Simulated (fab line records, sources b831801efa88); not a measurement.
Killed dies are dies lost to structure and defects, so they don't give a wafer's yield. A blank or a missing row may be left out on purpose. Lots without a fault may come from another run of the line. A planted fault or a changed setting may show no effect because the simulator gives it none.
Problem report in the 8D (eight disciplines) form, filled by code | flow gf180mcu | the parts of the form that need people (team, actions taken, sign-off) are left out

1. THE PROBLEM
M3_ALCU_RS at GF_M3_RS_MEAS_05 reads a mean of 0.0738 ohm/sq on 1 wafer of 1 lot; wafers without a fault read 0.0698 ohm/sq with a standard deviation of 0.00067. That is +6.0 standard deviations from the usual mean.
The step: measures by four-point-probe.
First seen on wafer L580.2, day 23 08:46, on film_metro-03. The record holds 30 wafers of 10 lots with a number at this step. Rule for "out", or "out of limits": more than 4 standard deviations from the usual mean. The other wafers with a number count as sound.

2. WHAT IT IS AND WHAT IT IS NOT
question                    | is                | is not
which readings at this step | M3_ALCU_RS        | -
which lots                  | L580              | L573, L575, L589, L590, L591, L592, L593, L594, L595
which wafers of those lots  | L580.2            | L580.3, L580.5
read on which gauges        | film_metro-03     | film_metro-01, film_metro-02
when                        | from day 23 08:46 | up to then (8 sound wafers); but 21 sound wafers of L589, L590, L591, L592, L593, L594, L595 came after

3. SUSPECTS, AND WHAT RULES EACH OUT
Counting: a tool at a process step up to the reading stays a suspect if it ran every lot that is out. Sound lots after the first of them don't rule it out here, since some wafers of a struck lot are sound.
- the gauge at GF_M3_RS_MEAS_05: kept. All the wafers that are out were read on film_metro-03, and no step on other tools shows them out.
- pvd_sputter-02 at GF_M3_SPUTTER_01 (material TiN, target thk 30 nm, time 25 s): kept. It ran the lot that is out, L580 (day 23 08:37); its last sound lot up to then is L575 (day 21 15:47).
- pvd_sputter-02 at GF_M3_SPUTTER_02 (material AlCu, target thk 450 nm, time 23.9 s): kept. It ran the lot that is out, L580 (day 23 08:39); its last sound lot up to then is L575 (day 21 15:49).
Left after counting: pvd_sputter-02 at GF_M3_SPUTTER_01, pvd_sputter-02 at GF_M3_SPUTTER_02, film_metro-03 at GF_M3_RS_MEAS_05.

4. THE CAUSE (what the simulator had put in)
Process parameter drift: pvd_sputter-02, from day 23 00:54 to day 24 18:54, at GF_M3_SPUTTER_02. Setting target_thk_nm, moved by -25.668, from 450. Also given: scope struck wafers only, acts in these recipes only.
Counting left 3 suspects, and this tool is among them.

5. THE CHAIN OF EFFECTS, in route order
Each row: a reading whose mean over the struck wafers that have a number lies more than 3 standard deviations from the usual. Only readings for which the record gives a usual standard deviation are gone through. hours: the time from each lot's start at the first step in this table that gives one to its start at this step, as a median over the lots. sigmas: the change in usual standard deviations.
hours | step                | reading        | usual         | on struck wafers | change  | sigmas
0     | GF_M3_RS_MEAS_05    | M3_ALCU_RS     | 0.0698 ohm/sq | 0.0738           | +0.0040 | +6.0
0     | GF_M3_THK_MEAS_06   | M3_ALCU_THK    | 452 nm        | 427              | -25     | -5.7
22    | GF_M3_METAL_ETCH_16 | oes_product_au | 0.970 a.u.    | 0.948            | -0.022  | -3.5
The process steps in it:
- GF_M3_METAL_ETCH_16: etches the open film in Cl2/BCl3, stops on SiO2, target depth 627.5 nm, time 104.6 s.
Later measuring or inspecting steps at which every struck wafer that the step has a row for has a number for every such reading, and none has moved that far: GF_M3_OVL_MEAS_15.

6. WHAT WOULD HAVE CAUGHT IT SOONER
In this record the first reading out of limits at a measuring or inspecting step was taken at day 23 08:46, 8 hours after the fault began at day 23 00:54.
Of the tool readings at GF_M3_SPUTTER_02 for which the record gives a usual standard deviation, none was out on any struck wafer, so an alarm limit of 4 standard deviations on them would not have fired.
All the lots that are out (1) had begun GF_M3_SPUTTER_02 on pvd_sputter-02 by day 23 08:46. A hold on the tool at that time would have spared none of them.
